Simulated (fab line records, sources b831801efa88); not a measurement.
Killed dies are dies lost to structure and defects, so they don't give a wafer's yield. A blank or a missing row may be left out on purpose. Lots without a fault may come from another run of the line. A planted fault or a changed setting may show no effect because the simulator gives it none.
Which tool did it? | flow sky130 | 13 lots, 39 wafers sampled, at 2 steps of a route of 708

WHAT THE GAUGES READ, wafer by wafer
The record holds no reading of a measuring or inspecting step that can be judged against a usual standard deviation.

WHICH TOOL RAN EACH LOT (tool, then ch and the chambers of the sampled wafers, then the start)
lot  | SKY_LI_CONTACT_CVD_21         | SKY_PAD_OPEN_PROBE_99
L309 | cvd_w-02 ch 0,1, day 30 03:27 | -
L310 | cvd_w-02 ch 0,1, day 30 14:54 | -
L312 | cvd_w-01 ch 0,1, day 31 03:32 | -
L313 | cvd_w-02 ch 0,1, day 31 16:12 | -
L314 | cvd_w-01 ch 1, day 31 20:50   | -
L317 | cvd_w-01 ch 0,1, day 32 23:06 | -
L318 | cvd_w-02 ch 0,1, day 33 06:08 | -
L319 | cvd_w-01 ch 0,1, day 33 09:47 | -
L321 | cvd_w-01 ch 0,1, day 34 01:44 | -
L320 | cvd_w-02 ch 0,1, day 34 05:06 | -
L322 | cvd_w-02 ch 1, day 34 07:34   | -
L326 | cvd_w-01 ch 0,1, day 35 12:53 | -
L327 | cvd_w-02 ch 0,1, day 35 23:22 | prober-02, day 50 19:25
- SKY_LI_CONTACT_CVD_21: deposits W, target thk 400 nm, time 120.56 s.
- SKY_PAD_OPEN_PROBE_99

WHAT THE TOOLS THEMSELVES READ (means of the sampled wafers that have a number; where no wafer has one, the mark that the record gives instead)
SKY_LI_CONTACT_CVD_21. Usual: heater_power_w 836 W, standard deviation 92; susceptor_temp_C 400.00 C, standard deviation 0.21.
lot  | tool     | heater_power_w (W) | susceptor_temp_C (C) | flag
L309 | cvd_w-02 | 811                | 399.99               |
L310 | cvd_w-02 | 879                | 400.24               |
L312 | cvd_w-01 | 822                | 399.85               |
L313 | cvd_w-02 | 885                | 399.81               |
L314 | cvd_w-01 | 890                | 399.72               |
L317 | cvd_w-01 | 808                | 400.25               |
L318 | cvd_w-02 | 810                | 400.04               |
L319 | cvd_w-01 | 821                | 399.81               |
L321 | cvd_w-01 | 827                | 400.05               |
L320 | cvd_w-02 | 812                | 399.98               |
L322 | cvd_w-02 | 719                | 400.17               |
L326 | cvd_w-01 | 859                | 400.14               |
L327 | cvd_w-02 | 806                | 399.95               |

SKY_PAD_OPEN_PROBE_99. Usual: killed_at_M0_to_M3 44, standard deviation 6.9; killed_at_M4_up 3.1, standard deviation 1.7; killed_at_contacts 25, standard deviation 5.6; killed_at_front_end 14, standard deviation 4.3; killed_at_other 0.3, standard deviation 0.51; killed_dies 86, standard deviation 9.8; killed_open 47, standard deviation 6.5; killed_short 39, standard deviation 6.6.
lot  | tool      | killed_at_M0_to_M3 | killed_at_M4_up | killed_at_contacts | killed_at_front_end | killed_at_other | killed_dies | killed_open | killed_short | flag
L327 | prober-02 | 39                 | 2.0             | 43                 | 15                  | 0.0             | 99          | 42          | 38           | OFF

THE ANSWER, worked out from the rows above alone
Rule: a lot is off if the mean of its wafers that have a number lies more than 3 standard deviations from the usual mean. A lot without any number at a reading at which 4 lots or more have one is off too. The other lots that the step has rows for count as sound. The gauges are gone through in route order, then the tools' own readings, and for those a lot's mean is taken as printed above. The first step at which some lot is off is used, and at that step the reading that is off furthest; a lot without a number counts as furthest.
Off: L327, at SKY_PAD_OPEN_PROBE_99 (killed_at_contacts). Neither off nor sound, because the step has no rows for them: L309, L310, L312, L313, L314, L317, L318, L319, L321, L320, L322, L326.
A tool fits if, at that step or a process step before it, it ran every lot that is off, and no sound lot after the first of them. Can't be told from this: 2 tools fit, cvd_w-02 at SKY_LI_CONTACT_CVD_21, prober-02 at SKY_PAD_OPEN_PROBE_99.

WHAT THE SIMULATOR HAD PUT IN
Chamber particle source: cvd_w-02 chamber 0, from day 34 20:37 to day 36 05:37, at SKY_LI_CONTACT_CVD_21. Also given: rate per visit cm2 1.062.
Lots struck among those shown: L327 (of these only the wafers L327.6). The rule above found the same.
